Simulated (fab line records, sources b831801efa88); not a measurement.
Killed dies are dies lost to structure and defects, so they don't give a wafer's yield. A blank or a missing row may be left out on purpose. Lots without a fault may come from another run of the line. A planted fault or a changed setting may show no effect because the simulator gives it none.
A struck lot beside a sound one | flow sky130 | 18 steps out of a route of 708
Sound: wafers L144.3, L144.5, L144.6. Struck: wafers L146.2, L146.6. (L146.1 of the same lot was not struck and is left out.) The cause comes at the end.
At each step with rows: each side's tool, then ch and its chambers, then its first start. Under that, the readings that differ: sound wafers | struck wafers | difference of the means | sigmas: that difference in standard deviations of wafers without a fault.
alike: readings whose means differ by less than 2 such deviations, and words and numbers that are the same on both sides. not compared: withheld readings, readings that some wafer has no value for, bounds like >300 that may hide the same value, and numbers for which the record gives no deviation and whose values overlap.
The two part at a step that has a row with sigmas, a row that says differs or no value, or rows on one side only. Numbers that don't overlap but have no deviation are shown without sigmas and don't part them. A reading that every wafer of one side lacks parts them only if that side has two wafers or more.

first, 3 steps without rows for these wafers: SKY_VIA1_EXPOSE_09 (exposes mask VIM, target cd 150 nm); SKY_VIA1_PEB_10; SKY_VIA1_DEVELOP_11 (develop time 60 s).
SKY_VIA1_CD_MEAS_12: target cd 150 nm.
  sound on cd_sem-02, day 36 13:50; struck on cd_sem-01, day 37 04:26
  alike: cd_nm
SKY_VIA1_OVL_MEAS_13:
  sound on overlay-02, day 36 13:56; struck on overlay-02, day 37 04:33
  alike: VIA1_OVL
SKY_VIA1_ETCH_14: etches BARC in N2/H2, stops on SiO2, time 45.9 s, target depth 60 nm.
  sound on rie_diel-02 ch 0,1,3, day 36 13:57; struck on rie_diel-03 ch 1, day 37 04:35
  alike: drypump_motor_current_A, oes_product_au, throttle_valve_pct
  not compared: rf_hours_counter_h
SKY_VIA1_ETCH_15: etches SiO2 in C4F8/O2/Ar, stops on TiN, target depth 351 nm, time 54 s.
  sound on rie_diel-02 ch 0,1,3, day 36 13:59; struck on rie_diel-03 ch 1, day 37 04:38
  alike: oes_product_au
  not compared: rf_hours_counter_h
SKY_VIA1_STRIP_16: strips in O2/N2.
  sound on plasma_asher-04 ch 0,1, day 36 14:04; struck on plasma_asher-03 ch 1, day 37 04:40
  alike: drypump_motor_current_A, o2_flow_sccm, oes_product_au, strip_time_to_endpoint_s
  not compared: rf_hours_counter_h
then, 3 steps without rows for these wafers: SKY_VIA1_STRIP_17 (strips in post etch residue remover, time 1200 s); SKY_VIA1_CLEAN_18 (cleans in IPA, time 180 s); SKY_VIA1_CLEAN_19 (cleans in O3/DIW).
SKY_VIA1_SPUTTER_20: material TiN, target thk 20 nm, time 80 s.
  sound on pvd_sputter-03, day 36 14:38; struck on pvd_sputter-03, day 37 05:16
  alike: throttle_valve_pct
SKY_VIA1_CVD_21: deposits W, target thk 270 nm, time 80.902 s.
  sound on cvd_w-02 ch 0,1, day 36 14:44; struck on cvd_w-02 ch 0, day 37 05:20
  reading                            | sound             | struck      | difference | sigmas
  chamber_pressure_Torr (Torr)       | 40.00 39.96 39.93 | 53.43 53.29 | +13.40     | +99 or more
  model.W_of_VIA1_CVD_21.thk_nm (nm) | 278.1 274.8 275.4 | 310 311     | +34        |
  alike: heater_power_w
SKY_VIA1_RS_MEAS_22: measures by four-point-probe.
  sound on film_metro-02, day 36 14:50; struck on film_metro-03, day 37 05:25
  reading            | sound             | struck      | difference | sigmas
  VIA1_W_RS (ohm/sq) | 0.413 0.419 0.419 | 0.372 0.370 | -0.046     | -7
SKY_VIA1_THK_MEAS_23: measures by xrf.
  sound on film_metro-02, day 36 14:56; struck on film_metro-03, day 37 05:32
  reading         | sound       | struck  | difference | sigmas
  VIA1_W_THK (nm) | 279 276 276 | 308 309 | +32        | +7
SKY_VIA1_CMP_24: polishes, stops on SiO2, t overpolish 15 s, target thk 0 nm.
  sound on cmp-02 ch 1,2,3, day 36 15:05; struck on cmp-01 ch 2,3, day 37 05:39
  reading                | sound          | struck    | difference | sigmas
  time_to_endpoint_s (s) | 72.5 64.5 69.4 | 75.5 75.8 | +6.9       | +2
  alike: motor_current_A, platen_rpm, slurry_flow_ml_min
SKY_METAL2_SPUTTER_00: material Ti, target thk 15 nm, time 10 s.
  sound on pvd_sputter-01, day 36 15:17; struck on pvd_sputter-04, day 37 05:54
  alike: throttle_valve_pct
-- the record jumps here: 11 days lie between the struck wafers' starts before and after (it left off in module METAL2 and takes up again in module PAD_OPEN, whose first step shown is number 708 of the route) --
SKY_PAD_OPEN_PROBE_99:
  sound on prober-02, day 47 20:48; struck on prober-02, day 48 08:34
  alike: defect_limited_yield, killed_at_M0_to_M3, killed_at_M4_up, killed_at_contacts, killed_at_front_end, killed_at_other, killed_dies, killed_open, killed_short, sort_bin_3_pad_short, sort_bin_5_function, sort_bin_6_memory, sort_n_pass, sort_yield_pct

WHERE THEY PART
First at SKY_VIA1_CVD_21; last, within this record, at SKY_VIA1_CMP_24. Later steps at which nothing parts them and some readings are alike: SKY_METAL2_SPUTTER_00, SKY_PAD_OPEN_PROBE_99.

WHY: what the simulator had put in
Process parameter drift: cvd_w-02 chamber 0, from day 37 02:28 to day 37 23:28, at SKY_VIA1_CVD_21. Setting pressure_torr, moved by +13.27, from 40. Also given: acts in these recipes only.
